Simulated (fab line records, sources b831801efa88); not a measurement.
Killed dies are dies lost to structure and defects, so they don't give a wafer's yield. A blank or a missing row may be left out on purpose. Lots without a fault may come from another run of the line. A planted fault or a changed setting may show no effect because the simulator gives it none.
fab line records | flow sky130
record lots=5 wafers=15 last_day=50
route steps=708 shown METAL3@568 VIA3@573
lots that met no fault: from a run of the same line without faults
start_h: hours from the record's first day to the start of the lot's first wafer shown | wait_h: hours since the lot's step before | " the same as in the row above | L1.1+2: a row that stands for several wafers | - no value, or no start given | * or withheld: withheld | < > ~ a bound
route shown NAME@n: a module of which the file shows steps, and the number in the route of the first | usual: mean/standard deviation of fault-free wafers | same: alike in all rows | chamber/n: place in a boat | sites: the reading at each site | _std_site: their standard deviation | _edge_site: outer sites' mean less inner sites' | radius_mm: how far each site lies from the wafer's centre | mask NAME#n: copy n | behind: the tool/chamber that last shaped the wafer | hold: why the lot was held/for how many hours/how that ended | device: the transistor (n, p or np) that didn't switch | end of line: the same wafers' tests at the end of the route | a step without rows: its recipe alone | killed: dies lost to structure and defects at the first sort, not the wafer's yield | map: a wafer's dies, x killed, . not, _ none there
set.NAME: the setting as run; set.NAME@STEP: as run at that earlier step | model.NAME: the simulator's own value behind a step, which no gauge read
lots at some steps of the route; a table a step, a row a wafer
services: from which hour (start_h, from the record's first day; less than 0 if before it) a tool's chamber was out of use, for how many hours, and why
## steps
# step SKY_METAL3_METAL_ETCH_18
# recipe target_depth_a=8450 stop_on=SiO2 over_etch_frac=0.3 time_s=183.1 chemistry=Cl2/BCl3 resist_sidewall_deg=88 pressure_mtorr=10 icp_w=900 bias_w=48.5 Cl2_flow_sccm=60 bcl3_flow_sccm=30
# usual drypump_motor_current_A=5.48/0.25 oes_product_au=0.880/0.0057 rf_fwd_power_W=896.4/2.9 throttle_valve_pct=22.263/0.0089
# columns lot.wafer tool chamber start_h wait_h drypump_motor_current_A oes_product_au rf_fwd_power_W rf_hours_counter_h throttle_valve_pct
L083.1 rie_metal-04 1 980.91 0.0 5.63 0.886 896.1 20 22.256
L083.5 " 0 " " 5.27 0.880 892.1 - 22.261
L083.6 " 1 " " 5.61 0.881 896.7 - 22.269
L088.2 rie_metal-03 1 1002.31 0.0 5.66 0.881 896.6 11 22.252
L088.3 " 0 " " 5.61 0.890 895.9 - 22.277
L088.6 " 0 " " 5.63 0.886 890.9 - 22.269
L089.1 rie_metal-04 0 1010.57 0.0 5.27 0.873 899.0 16 22.265
L089.2 " 0 " " 5.29 0.878 896.4 - 22.269
L089.5 " 0 " " 5.27 0.873 900.5 - 22.266
L091.1 rie_metal-04 1 1026.51 0.0 5.58 0.881 897.3 1 22.280
L091.4 " 0 " " 5.27 0.883 893.0 - 22.271
L091.5 " 0 " " 5.28 0.867 897.3 - 22.260
L095.1 rie_metal-03 0 1047.29 0.0 5.61 0.877 895.1 23 22.262
L095.4 " 0 " " 5.63 0.871 897.9 - 22.251
L095.6 " 1 " " 5.62 0.880 893.1 - 22.249
# step SKY_METAL3_STRIP_19
# recipe chemistry=O2/N2 power_w=1400 pressure_mtorr=1500 platen_temp_c=withheld o2_flow_sccm=3000 n2_flow_sccm=300 overash_fraction=0.5
# usual drypump_motor_current_A=5.8/0.36 oes_product_au=0.501/0.0054 strip_time_to_endpoint_s=6.50/0.084
# columns lot.wafer tool chamber start_h wait_h drypump_motor_current_A oes_product_au rf_hours_counter_h strip_time_to_endpoint_s
L083.1 plasma_asher-02 0 981.09 0.1 5.6 0.501 55 6.51
L083.5 " 0 " " 5.6 0.495 - 6.49
L083.6 " 1 " " 5.6 0.507 - 6.54
L088.2 plasma_asher-02 1 1002.49 0.1 5.5 0.500 56 6.60
L088.3 " 0 " " 5.6 0.495 - 6.43
L088.6 " 1 " " 5.6 0.500 - 6.41
L089.1 plasma_asher-04 0 1010.92 0.3 6.0 0.505 27 6.62
L089.2 " 1 " " 5.3 0.501 27 6.55
L089.5 " 0 " " 6.0 0.506 - 6.55
L091.1 plasma_asher-03 1 1026.69 0.1 6.1 0.504 122 6.55
L091.4 " 0 " " 6.5 0.504 - 6.48
L091.5 " 0 " " 6.4 0.506 - 6.57
L095.1 plasma_asher-04 0 1047.46 0.1 6.1 0.498 31 6.38
L095.4 " 0 " " 6.1 0.497 - 6.35
L095.6 " 1 " " 5.3 0.504 - 6.52
# step SKY_METAL3_STRIP_20
# recipe chemistry=post_etch_residue_remover time_s=1200 temp_c=72.5
# columns lot.wafer tool chamber start_h wait_h
L083.1+5+6 wet_bench-02 2 981.19 0.1
L088.2+3+6 wet_bench-04 2 1002.59 0.1
L089.1+2+5 wet_bench-04 1 1011.02 0.1
L091.1+4+5 wet_bench-01 2 1026.79 0.1
L095.1+4+6 wet_bench-01 1 1047.56 0.1
# step SKY_METAL3_CLEAN_21
# recipe chemistry=IPA time_s=180 temp_c=25
# columns lot.wafer tool chamber start_h wait_h
L083.1+5+6 wet_bench-01 3 981.56 0.0
L088.2+3+6 wet_bench-01 3 1002.93 0.0
L089.1+2+5 wet_bench-02 2 1011.36 0.0
L091.1+4+5 wet_bench-04 1 1027.17 0.0
L095.1+4+6 wet_bench-04 3 1047.91 0.0
# step SKY_METAL3_CLEAN_22
# recipe chemistry=O3/DIW dry=n2_spin
# columns lot.wafer tool chamber start_h wait_h
L083.1+5+6 wet_bench-04 2 981.62 0.0
L088.2+3+6 wet_bench-04 3 1002.99 0.0
L089.1+2+5 wet_bench-04 0 1011.42 0.0
L091.1+4+5 wet_bench-01 0 1027.22 0.0
L095.1+4+6 wet_bench-01 1 1047.96 0.0
# step SKY_VIA3_HDPCVD_00
# recipe material=SiO2 target_thk_nm=1635 sigma_open_frac=0.3 time_s=272.5 temp_c=400 sih4_flow_sccm=60 pressure_mtorr=6
# usual pressure_mtorr=6.002/0.012
# columns lot.wafer tool chamber start_h wait_h pressure_mtorr
L083.1 hdpcvd-01 1 981.71 0.0 6.005
L083.5 " 2 " " 6.025
L083.6 " 1 " " 6.018
L088.2 hdpcvd-02 1 1003.08 0.0 5.987
L088.3 " 0 " " 6.021
L088.6 " 2 " " 5.992
L089.1 hdpcvd-01 0 1011.51 0.0 6.019
L089.2 " 2 " " 5.989
L089.5 " 1 " " 6.015
L091.1 hdpcvd-02 1 1027.32 0.0 6.003
L091.4 " 0 " " 5.985
L091.5 " 2 " " 5.997
L095.1 hdpcvd-02 1 1048.06 0.0 6.004
L095.4 " 0 " " 5.999
L095.6 " 1 " " 6.006
# step SKY_VIA3_THK_MEAS_01
# recipe reads=SiO2_of_VIA3_HDPCVD_00
# usual VIA3_HDPCVD_THK=1631/17
# columns lot.wafer tool chamber start_h wait_h VIA3_HDPCVD_THK[nm]
L083.1 film_metro-03 - 981.88 0.1 1634
L083.5 " - " " 1639
L083.6 " - " " 1624
L088.2 film_metro-03 - 1003.26 0.1 1651
L088.3 " - " " 1631
L088.6 " - " " 1635
L089.1 film_metro-04 - 1011.68 0.1 1624
L089.2 " - " " 1612
L089.5 " - " " 1636
L091.1 film_metro-03 - 1027.49 0.1 1625
L091.4 " - " " 1594
L091.5 " - " " 1627
L095.1 film_metro-03 - 1048.22 0.1 1636
L095.4 " - " " 1621
L095.6 " - " " 1635
# step SKY_VIA3_CMP_02
# recipe material=SiO2 down_force_psi=4 platen_rpm=60 pad_velocity_m_s=0.94248
# usual edge_zone_pressure_frac=0.999/0.0054 motor_current_A=11.9/0.99 platen_rpm=60.00/0.042
# columns lot.wafer tool chamber start_h wait_h edge_zone_pressure_frac motor_current_A platen_rpm
L083.1 cmp-02 3 982.04 0.1 1.002 12.4 59.99
L083.6 " 1 " " 0.997 11.7 60.00
L083.5 " 2 " " 1.003 12.3 59.98
L088.2 cmp-01 0 1003.31 0.0 0.996 11.0 59.95
L088.3 " 2 " " 0.999 11.0 60.02
L088.6 " 1 " " 1.001 12.5 60.05
L089.2 cmp-02 1 1011.95 0.3 0.997 11.7 59.99
L089.1 " 0 " " 1.003 10.4 60.02
L089.5 " 1 " " 0.998 11.6 59.94
L091.1 cmp-01 2 1027.55 0.1 0.999 11.0 60.00
L091.4 " 1 " " 0.996 12.9 60.05
L091.5 " 3 " " 0.999 13.7 60.08
L095.4 cmp-02 2 1048.28 0.0 1.005 12.4 59.96
L095.1 " 1 " " 0.994 13.1 60.00
L095.6 " 3 " " 0.998 12.7 60.04
# step SKY_VIA3_BOW_MEAS_03
# recipe mode=bow
# usual VIA3_BOW=79/8.6
# columns lot.wafer tool chamber start_h wait_h VIA3_BOW[um]
L083.1 film_metro-01 - 982.24 0.1 73
L083.5 " - " " 76
L083.6 " - " " 72
L088.2 film_metro-01 - 1003.63 0.3 76
L088.3 " - " " 73
L088.6 " - " " 87
L089.1 film_metro-04 - 1012.25 0.1 70
L089.2 " - " " 83
L089.5 " - " " 69
L091.1 film_metro-04 - 1027.85 0.2 76
L091.4 " - " " 76
L091.5 " - " " 71
L095.1 film_metro-04 - 1048.58 0.1 84
L095.4 " - " " 81
L095.6 " - " " 66
# step SKY_VIA3_DEHYDRATE_04
# recipe temp_c=200 time_s=60
# usual resist_line_temp_C=23.02/0.11
# columns lot.wafer tool chamber start_h wait_h resist_line_temp_C
L083.1 litho_track-03 0 993.06 10.8 22.75
L083.5 " 0 " " 23.05
L083.6 " 0 " " 22.85
L088.2 litho_track-04 0 1014.63 11.0 23.23
L088.3 " 0 " " 23.18
L088.6 " 0 " " 23.28
L089.1 litho_track-03 0 1022.76 10.5 23.03
L089.2 " 0 " " 23.17
L089.5 " 0 " " 22.88
L091.1 litho_track-02 0 1037.82 10.0 23.04
L091.4 " 0 " " 23.07
L091.5 " 0 " " 23.06
L095.1 litho_track-02 0 1059.02 10.4 23.14
L095.4 " 0 " " 23.05
L095.6 " 0 " " 23.08
# step SKY_VIA3_HMDS_05
# recipe prime_time_s=60 prime_temp_c=120
# usual resist_line_temp_C=22.99/0.11
# columns lot.wafer tool chamber start_h wait_h resist_line_temp_C
L083.1 litho_track-03 0 993.21 0.1 23.02
L083.5 " 0 " " 23.16
L083.6 " 0 " " 22.99
L088.2 litho_track-04 0 1014.78 0.1 23.03
L088.3 " 0 " " 23.09
L088.6 " 0 " " 23.14
L089.1 litho_track-03 0 1022.91 0.1 22.95
L089.2 " 0 " " 22.93
L089.5 " 0 " " 22.87
L091.1 litho_track-02 0 1037.97 0.1 22.83
L091.4 " 0 " " 23.05
L091.5 " 0 " " 22.95
L095.1 litho_track-02 0 1059.17 0.1 23.21
L095.4 " 0 " " 23.20
L095.6 " 0 " " 23.26
# step SKY_VIA3_COAT_06
# recipe resist=BARC temp_c=withheld time_s=withheld spin_rpm=3000 resist_thk_nm=60
# usual resist_line_temp_C=*
# columns lot.wafer tool chamber start_h wait_h resist_line_temp_C
L083.1 litho_track-03 0 993.36 0.1 *
L083.5 " 0 " " *
L083.6 " 0 " " *
L088.2 litho_track-04 0 1014.93 0.1 *
L088.3 " 0 " " *
L088.6 " 0 " " *
L089.1 litho_track-03 0 1023.06 0.1 *
L089.2 " 0 " " *
L089.5 " 0 " " *
L091.1 litho_track-02 0 1038.12 0.1 *
L091.4 " 0 " " *
L091.5 " 0 " " *
L095.1 litho_track-02 0 1059.32 0.1 *
L095.4 " 0 " " *
L095.6 " 0 " " *
# step SKY_VIA3_COAT_07
# recipe resist=KrF-thick spin_rpm=3000 resist_thk_nm=450
# usual resist_line_temp_C=23.01/0.1
# columns lot.wafer tool chamber start_h wait_h resist_line_temp_C
L083.1 litho_track-03 0 - - 23.23
L083.5 " 0 " " 23.15
L083.6 " 0 " " 23.09
L088.2 litho_track-04 0 - - 22.98
L088.3 " 0 " " 23.10
L088.6 " 0 " " 23.20
L089.1 litho_track-03 0 - - 23.05
L089.2 " 0 " " 22.93
L089.5 " 0 " " 23.02
L091.1 litho_track-02 0 - - 22.97
L091.4 " 0 " " 22.89
L091.5 " 0 " " 22.94
L095.1 litho_track-02 0 - - 23.05
L095.4 " 0 " " 23.11
L095.6 " 0 " " 23.19
## services
# columns tool chamber start_h hours kind
hdpcvd-01 0 965.25 - clean
hdpcvd-01 1 965.25 - clean
hdpcvd-01 2 965.25 - clean
hdpcvd-01 - 967.94 3.9 repair
plasma_asher-02 - 986.55 1.3 repair
cmp-02 - 988.56 3.0 repair
plasma_asher-02 - 994.49 3.7 repair
cmp-02 - 994.70 4.9 pm
plasma_asher-02 - 994.86 1.7 repair
rie_metal-04 1 995.42 - clean
rie_metal-04 1 995.42 16.6 scheduled_down
rie_metal-04 1 995.42 16.6 vent_cycle
cmp-02 - 1033.71 0.7 repair
hdpcvd-02 1 1034.31 2.1 repair
rie_metal-03 0 1039.34 3.6 repair
hdpcvd-01 - 1054.23 14.6 pm
plasma_asher-03 - 1055.31 9.0 pm
plasma_asher-03 0 1055.31 9.0 vent_cycle
plasma_asher-03 1 1055.31 9.0 vent_cycle
hdpcvd-02 0 1059.60 10.2 repair
## key
fault none
